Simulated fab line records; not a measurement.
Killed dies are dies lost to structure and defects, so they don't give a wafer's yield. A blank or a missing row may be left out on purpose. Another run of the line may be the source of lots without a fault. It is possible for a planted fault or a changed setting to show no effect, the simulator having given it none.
Split-lot trial || flow sky130 || 5 lots, 23 wafers read, on a route of 708 steps

## ABOUT THE SPLIT
At SKY_VT_ADJUST_PCH_COAT_02 (resist thk 3000 nm), the setting resist-thk-nm was moved away from the recipe's 3000 nm on 4 of the 23 wafers read, by +2.5% to +3.4%. This setting was run at the recipe's value on the other wafers.

Reading taken at the split's own step.

## THE READING
coat_of_VT_ADJUST_PCH_COAT_02.thk-nm (the simulator's own value, which no gauge read), in nm, at SKY_VT_ADJUST_PCH_COAT_02 (resist thk 3000 nm). The file gives no usual value for it. Average 2996 nm, standard deviation 10 nm, over the 19 wafers here run with the recipe.

{"wafer": "L075.1", "tool, chamber at the split": "litho-track-03, 0", "resist-thk-nm as run, nm": 3101, "against the recipe": "+3.4%", "coat_of_VT_ADJUST_PCH_COAT_02.thk-nm, nm": 3080, "against lot-mates on the recipe": "+96"}
{"wafer": "L075.4", "tool, chamber at the split": "litho-track-03, 0", "resist-thk-nm as run, nm": 3101, "against the recipe": "+3.4%", "coat_of_VT_ADJUST_PCH_COAT_02.thk-nm, nm": 3080, "against lot-mates on the recipe": "+96"}
{"wafer": "L075.2", "tool, chamber at the split": "litho-track-03, 0", "resist-thk-nm as run, nm": 3000, "against the recipe": "recipe", "coat_of_VT_ADJUST_PCH_COAT_02.thk-nm, nm": 2982, "against lot-mates on the recipe": "-"}
{"wafer": "L075.3", "tool, chamber at the split": "litho-track-03, 0", "resist-thk-nm as run, nm": 3000, "against the recipe": "recipe", "coat_of_VT_ADJUST_PCH_COAT_02.thk-nm, nm": 2984, "against lot-mates on the recipe": "-"}
{"wafer": "L075.6", "tool, chamber at the split": "litho-track-03, 0", "resist-thk-nm as run, nm": 3000, "against the recipe": "recipe", "coat_of_VT_ADJUST_PCH_COAT_02.thk-nm, nm": 2985, "against lot-mates on the recipe": "-"}
{"wafer": "L078.1", "tool, chamber at the split": "litho-track-04, 0", "resist-thk-nm as run, nm": 3000, "against the recipe": "recipe", "coat_of_VT_ADJUST_PCH_COAT_02.thk-nm, nm": 2990, "against lot-mates on the recipe": "-"}
{"wafer": "L078.2", "tool, chamber at the split": "litho-track-04, 0", "resist-thk-nm as run, nm": 3000, "against the recipe": "recipe", "coat_of_VT_ADJUST_PCH_COAT_02.thk-nm, nm": 2992, "against lot-mates on the recipe": "-"}
{"wafer": "L078.3", "tool, chamber at the split": "litho-track-04, 0", "resist-thk-nm as run, nm": 3000, "against the recipe": "recipe", "coat_of_VT_ADJUST_PCH_COAT_02.thk-nm, nm": 3001, "against lot-mates on the recipe": "-"}
{"wafer": "L078.4", "tool, chamber at the split": "litho-track-04, 0", "resist-thk-nm as run, nm": 3000, "against the recipe": "recipe", "coat_of_VT_ADJUST_PCH_COAT_02.thk-nm, nm": 3007, "against lot-mates on the recipe": "-"}
{"wafer": "L078.6", "tool, chamber at the split": "litho-track-04, 0", "resist-thk-nm as run, nm": 3000, "against the recipe": "recipe", "coat_of_VT_ADJUST_PCH_COAT_02.thk-nm, nm": 2998, "against lot-mates on the recipe": "-"}
{"wafer": "L079.2", "tool, chamber at the split": "litho-track-01, 0", "resist-thk-nm as run, nm": 3074, "against the recipe": "+2.5%", "coat_of_VT_ADJUST_PCH_COAT_02.thk-nm, nm": 3088, "against lot-mates on the recipe": "+82"}
{"wafer": "L079.3", "tool, chamber at the split": "litho-track-01, 0", "resist-thk-nm as run, nm": 3000, "against the recipe": "recipe", "coat_of_VT_ADJUST_PCH_COAT_02.thk-nm, nm": 3010, "against lot-mates on the recipe": "-"}
{"wafer": "L079.4", "tool, chamber at the split": "litho-track-01, 0", "resist-thk-nm as run, nm": 3000, "against the recipe": "recipe", "coat_of_VT_ADJUST_PCH_COAT_02.thk-nm, nm": 3004, "against lot-mates on the recipe": "-"}
{"wafer": "L079.6", "tool, chamber at the split": "litho-track-01, 0", "resist-thk-nm as run, nm": 3000, "against the recipe": "recipe", "coat_of_VT_ADJUST_PCH_COAT_02.thk-nm, nm": 3004, "against lot-mates on the recipe": "-"}
{"wafer": "L079.5", "tool, chamber at the split": "litho-track-01, 0", "resist-thk-nm as run, nm": 3074, "against the recipe": "+2.5%", "coat_of_VT_ADJUST_PCH_COAT_02.thk-nm, nm": 3071, "against lot-mates on the recipe": "+65"}
{"wafer": "L080.1", "tool, chamber at the split": "litho-track-01, 0", "resist-thk-nm as run, nm": 3000, "against the recipe": "recipe", "coat_of_VT_ADJUST_PCH_COAT_02.thk-nm, nm": 3007, "against lot-mates on the recipe": "-"}
{"wafer": "L080.5", "tool, chamber at the split": "litho-track-01, 0", "resist-thk-nm as run, nm": 3000, "against the recipe": "recipe", "coat_of_VT_ADJUST_PCH_COAT_02.thk-nm, nm": 3015, "against lot-mates on the recipe": "-"}
{"wafer": "L080.6", "tool, chamber at the split": "litho-track-01, 0", "resist-thk-nm as run, nm": 3000, "against the recipe": "recipe", "coat_of_VT_ADJUST_PCH_COAT_02.thk-nm, nm": 3006, "against lot-mates on the recipe": "-"}
{"wafer": "L081.1", "tool, chamber at the split": "litho-track-03, 0", "resist-thk-nm as run, nm": 3000, "against the recipe": "recipe", "coat_of_VT_ADJUST_PCH_COAT_02.thk-nm, nm": 2986, "against lot-mates on the recipe": "-"}
{"wafer": "L081.2", "tool, chamber at the split": "litho-track-03, 0", "resist-thk-nm as run, nm": 3000, "against the recipe": "recipe", "coat_of_VT_ADJUST_PCH_COAT_02.thk-nm, nm": 2981, "against lot-mates on the recipe": "-"}
{"wafer": "L081.4", "tool, chamber at the split": "litho-track-03, 0", "resist-thk-nm as run, nm": 3000, "against the recipe": "recipe", "coat_of_VT_ADJUST_PCH_COAT_02.thk-nm, nm": 2992, "against lot-mates on the recipe": "-"}
{"wafer": "L081.5", "tool, chamber at the split": "litho-track-03, 0", "resist-thk-nm as run, nm": 3000, "against the recipe": "recipe", "coat_of_VT_ADJUST_PCH_COAT_02.thk-nm, nm": 2990, "against lot-mates on the recipe": "-"}
{"wafer": "L081.6", "tool, chamber at the split": "litho-track-03, 0", "resist-thk-nm as run, nm": 3000, "against the recipe": "recipe", "coat_of_VT_ADJUST_PCH_COAT_02.thk-nm, nm": 2993, "against lot-mates on the recipe": "-"}

THE FIT
A straight line over all 23 wafers: coat_of_VT_ADJUST_PCH_COAT_02.thk-nm changes by +27.9 nm for each +1% of resist-thk-nm; r = +0.94; the points scatter about the line by 11 nm.
The same after taking each lot's own level away (the mean of its wafers on the recipe; 23 wafers): +29 nm for each +1%; r = +0.99; scatter 5 nm.
According to that fit, moving resist-thk-nm by its largest amount changes the reading by 98 nm.
The lots' own levels span 2983.7 to 3009.3 nm, that is 2.5 times the standard deviation above.
The two slopes agree, so the slope changes little with the lot-to-lot level.
Check: +98.4 nm against its lot-mates is what the line predicts for one of the wafers moved furthest among these (+3.4%) when that wafer is left out of the fit. It came out at +96.3 nm against them.

## FURTHER SPLITS ON THESE WAFERS
These wafers also went through other splits before the reading. Each is held against what the fit with the lots' levels taken away leaves over:
{"other split on the same wafers": "SKY_FIELD_ISO_OXIDATION_01 temp-c", "wafers away from the commonest value": 18, "r with coat_of_VT_ADJUST_PCH_COAT_02.thk-nm (lot level and that fit taken away)": -0.02}
{"other split on the same wafers": "SKY_FIELD_ISO_ETCH_14 time-s", "wafers away from the commonest value": 11, "r with coat_of_VT_ADJUST_PCH_COAT_02.thk-nm (lot level and that fit taken away)": "+0.30"}
{"other split on the same wafers": "SKY_PWDE_IMPLANT_08 energy-kev", "wafers away from the commonest value": 9, "r with coat_of_VT_ADJUST_PCH_COAT_02.thk-nm (lot level and that fit taken away)": "+0.08"}
{"other split on the same wafers": "SKY_NWELL_COAT_05 resist-thk-nm", "wafers away from the commonest value": 9, "r with coat_of_VT_ADJUST_PCH_COAT_02.thk-nm (lot level and that fit taken away)": -0.15}
{"other split on the same wafers": "SKY_NWELL_IMPLANT_11 energy-kev", "wafers away from the commonest value": 7, "r with coat_of_VT_ADJUST_PCH_COAT_02.thk-nm (lot level and that fit taken away)": "+0.03"}
{"other split on the same wafers": "SKY_NWELL_IMPLANT_24 dose-cm2", "wafers away from the commonest value": 8, "r with coat_of_VT_ADJUST_PCH_COAT_02.thk-nm (lot level and that fit taken away)": "+0.42"}
{"other split on the same wafers": "SKY_VT_ADJUST_HVTP_IMPLANT_09 energy-kev", "wafers away from the commonest value": 6, "r with coat_of_VT_ADJUST_PCH_COAT_02.thk-nm (lot level and that fit taken away)": "+0.07"}
{"other split on the same wafers": "SKY_VT_ADJUST_NCORE_COAT_02 spin-rpm", "wafers away from the commonest value": 9, "r with coat_of_VT_ADJUST_PCH_COAT_02.thk-nm (lot level and that fit taken away)": -0.18}
{"other split on the same wafers": "SKY_VT_ADJUST_HVTR_COAT_02 resist-thk-nm", "wafers away from the commonest value": 9, "r with coat_of_VT_ADJUST_PCH_COAT_02.thk-nm (lot level and that fit taken away)": -0.05}
{"other split on the same wafers": "SKY_VT_ADJUST_HVTR_DEVELOP_06 develop-time-s", "wafers away from the commonest value": 8, "r with coat_of_VT_ADJUST_PCH_COAT_02.thk-nm (lot level and that fit taken away)": "+0.02"}

## THE FILE'S OWN FIT
coat_of_VT_ADJUST_PCH_COAT_02.thk-nm changes by +29.1 nm for each +1% of resist-thk-nm, r = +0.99.
